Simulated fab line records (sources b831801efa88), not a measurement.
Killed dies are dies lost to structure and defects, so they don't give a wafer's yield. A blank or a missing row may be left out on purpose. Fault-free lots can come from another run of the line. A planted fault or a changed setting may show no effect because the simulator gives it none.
Chamber matching -- flow gf180mcu -- 3 sister chambers for GF_V4_CVD_00 on hdpcvd-02
The step deposits SiO2, target thk 600 nm, time 100 s. 5 wafers are shown with their chamber, then 6 later ones without.

== EACH WAFER AND ITS CHAMBER ==
wafer,chamber,sih4_flow_sccm (sccm),pressure_mtorr (mTorr)
L692.2,2,59.86,5.983
L711.5,1,60.04,5.988
L712.2,0,60.05,5.982
L712.3,1,60.05,6.019
L712.5,0,59.90,5.995

== WAFERS WITH NO CHAMBER GIVEN ==
wafer,sih4_flow_sccm (sccm),pressure_mtorr (mTorr)
L714.1,60.12,5.995
L714.4,60.25,6.026
L714.6,60.14,6.011
L715.4,60.09,5.997
L715.5,59.99,6.004
L715.6,60.04,5.988

== WHICH CHAMBER EACH ONE RAN IN ==
wafer,from the rows above,in truth
L714.1,can't be placed: 1 or 0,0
L714.4,can't be placed: 1 or 0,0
L714.6,can't be placed: 1 or 0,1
L715.4,can't be placed: 1 or 0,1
L715.5,can't be placed: 1 or 0 or 2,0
L715.6,can't be placed: 0 or 1 or 2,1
Correct placement for 0 of the 6. From these rows, 6 cannot be placed; in 6 the true chamber is one of the candidates. Placed wrongly: 0.
How it was worked out, from the rows above alone: a wafer's distance from a chamber is the root of the sum, over the readings, of the square of ((its reading less the chamber's mean) divided by the reading's scatter). The wafer belongs to the nearest chamber; if the next one is less than 2 further off, it can't be placed. Each chamber's mean is taken over the wafers shown for it. The scatter: the root of (the sum of the squares of (reading less its chamber's mean) over the shown wafers, divided by (wafers less chambers)).
